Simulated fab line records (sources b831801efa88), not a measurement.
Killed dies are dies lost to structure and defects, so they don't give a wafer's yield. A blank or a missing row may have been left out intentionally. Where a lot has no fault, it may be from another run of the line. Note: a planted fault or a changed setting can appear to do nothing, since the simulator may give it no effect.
One fault through the eyes of 2 desks + flow sky130 + each desk has only its own numbers; what lay behind them comes last

## METROLOGY DESK
What the gauges read, lot by lot, whatever tool the lot ran on: means of the sampled wafers that have a number. A lot is out of limits, marked OUT, if its mean lies more than 4 standard deviations from the usual mean; the brackets give that distance.
Columns: A = VT_ADJUST_HVTR_OVL at SKY_VT_ADJUST_HVTR_OVL_MEAS_08, usual 0.1 nm; B = SONOS_ONO_CVD_02_THK at SKY_SONOS_ONO_THK_MEAS_03, usual 10.56 nm
| lot  | first seen here | A    | B               |
|------|-----------------|------|-----------------|
| L698 | day 9 07:37     | -0.5 | 10.59           |
| L699 | day 9 15:18     | -0.5 | 10.63           |
| L701 | day 10 04:28    | 0.4  | 10.44           |
| L702 | day 10 15:51    | -1.8 | 10.47           |
| L704 | day 11 10:03    | 1.8  | 10.30           |
| L705 | day 11 20:40    | -0.0 | 10.49           |
| L706 | day 12 01:46    | 0.3  | 10.60           |
| L708 | day 12 13:28    | 0.1  | 9.64 (-6.5) OUT |
| L717 | day 15 05:22    | 0.8  | 10.57           |
| L718 | day 15 18:21    | 1.1  | 10.64           |
| L719 | day 15 19:52    | 0.2  | 10.60           |
| L720 | day 15 21:58    | 0.2  | 10.67           |
| L721 | day 16 12:04    | 0.1  | 10.81           |
This desk reports L708 out of limits; the earliest was L708 at day 14 21:32 (SONOS_ONO_CVD_02_THK at SKY_SONOS_ONO_THK_MEAS_03). L698, L699, L701, L702, L704, L705, L706, L717, L718, L719, L720, L721 stayed within limits.

## DESK OF THE TOOL OWNER: lpcvd-02
The tool's own readings at SKY_SONOS_ONO_CVD_02 (deposits Si3N4 from DCS/NH3, target thk 10.5 nm, time 180 s): means of the sampled wafers that have a number, for each lot that ran on this tool. A lot is out of limits, marked OUT, if its mean lies more than 4 standard deviations from the usual mean; the brackets give that distance.
Columns: A = zonePowerUpperPct at SKY_SONOS_ONO_CVD_02, usual 13.23 %
| lot  | first seen here | A     |
|------|-----------------|-------|
| L698 | day 11 10:17    | 13.09 |
| L699 | day 11 21:31    | 13.17 |
| L701 | day 12 11:48    | 13.05 |
| L702 | day 12 18:12    | 13.44 |
| L704 | day 13 11:22    | 13.53 |
| L705 | day 14 00:56    | 13.00 |
| L706 | day 14 08:32    | 13.41 |
| L708 | day 14 19:57    | 13.46 |
| L717 | day 17 17:47    | 13.51 |
| L718 | day 18 06:41    | 13.04 |
| L719 | day 18 10:10    | 13.53 |
| L720 | day 18 15:07    | 12.84 |
| L721 | day 19 02:43    | 13.53 |
This desk's verdict: no lot among the 13 shows anything out of limits.

## ALL TOGETHER
On L708, the metrology desk was in a position to raise an alarm at day 14 21:32.
The tool owner's desk saw nothing out of limits.
The tool owner's desk has L708 on record, within its limits.
Every lot named ran SKY_SONOS_ONO_CVD_02 on lpcvd-02.

## WHAT THE SIMULATOR HAD INSERTED
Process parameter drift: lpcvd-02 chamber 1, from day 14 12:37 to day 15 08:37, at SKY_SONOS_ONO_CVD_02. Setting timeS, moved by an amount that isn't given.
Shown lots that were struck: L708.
Time in hours between the start of the fault and the first out-of-limits reading at each desk: metrology desk, 9.
